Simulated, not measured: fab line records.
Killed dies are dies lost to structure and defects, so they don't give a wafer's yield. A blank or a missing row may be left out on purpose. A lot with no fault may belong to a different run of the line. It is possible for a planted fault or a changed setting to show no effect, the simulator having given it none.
The same fault as seen by 2 desks || flow sky130 || every desk sees just its own numbers, and what lay behind them comes last

THE METROLOGY DESK
What the gauges read for every lot (on any tool): the sampled wafers with a number, averaged. Marked OUT: a lot whose mean sits more than 4 standard deviations from the usual mean, which makes it out of limits; the brackets give that distance.
Columns: A = METAL2_ALCU_THK at SKY_METAL2_THK_MEAS_06, usual 250 nm; B = cd-nm at SKY_METAL2_CD_MEAS_15, usual 139.7 nm
{"lot": "L817", "first seen here": "day 34 18:34", "A": 251, "B": 139.0}
{"lot": "L818", "first seen here": "day 34 18:56", "A": 246, "B": 139.5}
{"lot": "L820", "first seen here": "day 35 08:29", "A": 255, "B": 139.3}
{"lot": "L821", "first seen here": "day 35 15:20", "A": 248, "B": 140.2}
{"lot": "L822", "first seen here": "day 35 21:44", "A": 257, "B": 138.8}
{"lot": "L823", "first seen here": "day 36 07:26", "A": 245, "B": 140.2}
{"lot": "L826", "first seen here": "day 37 06:47", "A": 252, "B": 140.8}
{"lot": "L829", "first seen here": "day 38 08:46", "A": 252, "B": 138.5}
{"lot": "L831", "first seen here": "day 38 15:40", "A": 245, "B": 138.9}
{"lot": "L833", "first seen here": "day 39 05:46", "A": 248, "B": 140.1}
{"lot": "L835", "first seen here": "day 40 04:55", "A": 248, "B": 139.5}
{"lot": "L836", "first seen here": "day 40 12:01", "A": 245, "B": 140.5}
{"lot": "L839", "first seen here": "day 41 18:41", "A": 252, "B": 139.6}
This desk found nothing out of limits on any of the 13 lots.

THE TOOL OWNER'S DESK: litho-track-02
At SKY_METAL2_DEHYDRATE_07 (time 60 s), the tool's own readings, given per lot that ran on this tool as the mean of the sampled wafers with a number. Marked OUT: a lot whose mean sits more than 4 standard deviations from the usual mean, which makes it out of limits; the brackets give that distance.
Columns: A = heater-power-total-W at SKY_METAL2_DEHYDRATE_07, usual 160.36 W; B = run-length-s at SKY_METAL2_DEHYDRATE_07, usual 88.95 s
{"lot": "L817", "first seen here": "day 35 06:28", "A": 160.38, "B": 89.15}
{"lot": "L823", "first seen here": "day 36 19:47", "A": 160.28, "B": 89.14}
{"lot": "L831", "first seen here": "day 39 03:20", "A": "165.97 (+47) OUT", "B": "83.31 (-30) OUT"}
{"lot": "L833", "first seen here": "day 39 17:46", "A": "165.99 (+47) OUT", "B": "83.24 (-30) OUT"}
Finding of this desk: L831, L833 out of limits; the first was L831 at day 39 03:20, on heater-power-total-W at SKY_METAL2_DEHYDRATE_07. In limits: L817, L823.

TAKEN TOGETHER
At day 39 03:20, on L831, L833, the tool owner's desk was in a position to raise an alarm.
The metrology desk saw nothing out of limits.
The metrology desk holds a record of L831, L833, inside its limits.
SKY_METAL2_DEHYDRATE_07 was run on litho-track-02 by each of the lots named.

WHAT HAD BEEN PUT IN BY THE SIMULATOR
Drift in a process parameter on litho-track-02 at SKY_METAL2_DEHYDRATE_07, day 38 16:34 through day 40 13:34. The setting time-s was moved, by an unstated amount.
Shown lots that were struck: L831, L833.
Delay in hours, fault start to first out-of-limits reading, by desk: the tool owner's desk at 11.
